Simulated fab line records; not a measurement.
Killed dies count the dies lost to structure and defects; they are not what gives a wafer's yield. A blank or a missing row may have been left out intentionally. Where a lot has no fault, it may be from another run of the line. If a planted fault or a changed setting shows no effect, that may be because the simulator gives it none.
The same fault as seen by 2 desks + flow gf180mcu + what lay behind the numbers comes last; until then each desk has only its own

TOOL OWNER'S DESK, lithoTrack-01
The tool's own readings at GF_M3_SOFTBAKE_10 (time 60 s): means of the sampled wafers that have a number, for each lot that ran on this tool. The brackets show how far a lot's mean lies from the usual mean; more than 4 standard deviations puts the lot out of limits, marked OUT.
Columns: A = heaterPowerTotalW at GF_M3_SOFTBAKE_10, usual 93.05 W; B = runLengthS at GF_M3_SOFTBAKE_10, usual 89.16 s
| lot  | first seen here | A               | B                |
|------|-----------------|-----------------|------------------|
| L167 | day 22 00:31    | 93.06           | 89.03            |
| L168 | day 22 20:08    | 93.07           | 89.04            |
| L176 | day 25 18:20    | 93.06           | 89.01            |
| L181 | day 27 08:10    | 93.90 (+14) OUT | 87.43 (-9.6) OUT |
| L182 | day 27 12:47    | 94.64 (+26) OUT | 85.87 (-18) OUT  |
This desk's verdict: out of limits on L181, L182, starting with L181 at day 27 08:10 (heaterPowerTotalW at GF_M3_SOFTBAKE_10). Within limits: L167, L168, L176.

FROM THE METROLOGY DESK
Lot by lot, what the gauges showed, no matter which tool ran the lot: averages of those sampled wafers that carry a number. The brackets show how far a lot's mean lies from the usual mean; more than 4 standard deviations puts the lot out of limits, marked OUT.
Columns: A = V2_CVD_00_THK at GF_V2_THK_MEAS_01, usual 594 nm
| lot  | first seen here | A   |
|------|-----------------|-----|
| L163 | day 18 23:53    | 604 |
| L166 | day 20 05:40    | 603 |
| L167 | day 20 10:31    | 593 |
| L168 | day 21 07:25    | 597 |
| L169 | day 21 09:40    | 592 |
| L175 | day 23 14:34    | 592 |
| L176 | day 24 07:40    | 594 |
| L178 | day 24 20:43    | 599 |
| L181 | day 25 23:49    | 589 |
| L182 | day 26 03:31    | 590 |
| L185 | day 26 19:02    | 585 |
| L186 | day 27 02:01    | 587 |
This desk found nothing out of limits on any of the 12 lots.

PUT TOGETHER
On L181, L182, at day 27 08:10, an alarm was possible from the tool owner's desk.
Metrology desk: nothing out of limits seen.
The metrology desk has L181, L182 on record, within its limits.
On lithoTrack-01, each named lot ran GF_M3_SOFTBAKE_10.

WHAT WAS PUT IN BY THE SIMULATOR
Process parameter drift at GF_M3_SOFTBAKE_10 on lithoTrack-01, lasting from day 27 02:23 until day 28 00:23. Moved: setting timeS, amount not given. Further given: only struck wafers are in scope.
Lots struck among those shown: L181, L182.
Time in hours from fault onset to the first out-of-limits reading at each desk: the tool owner's desk, 6.
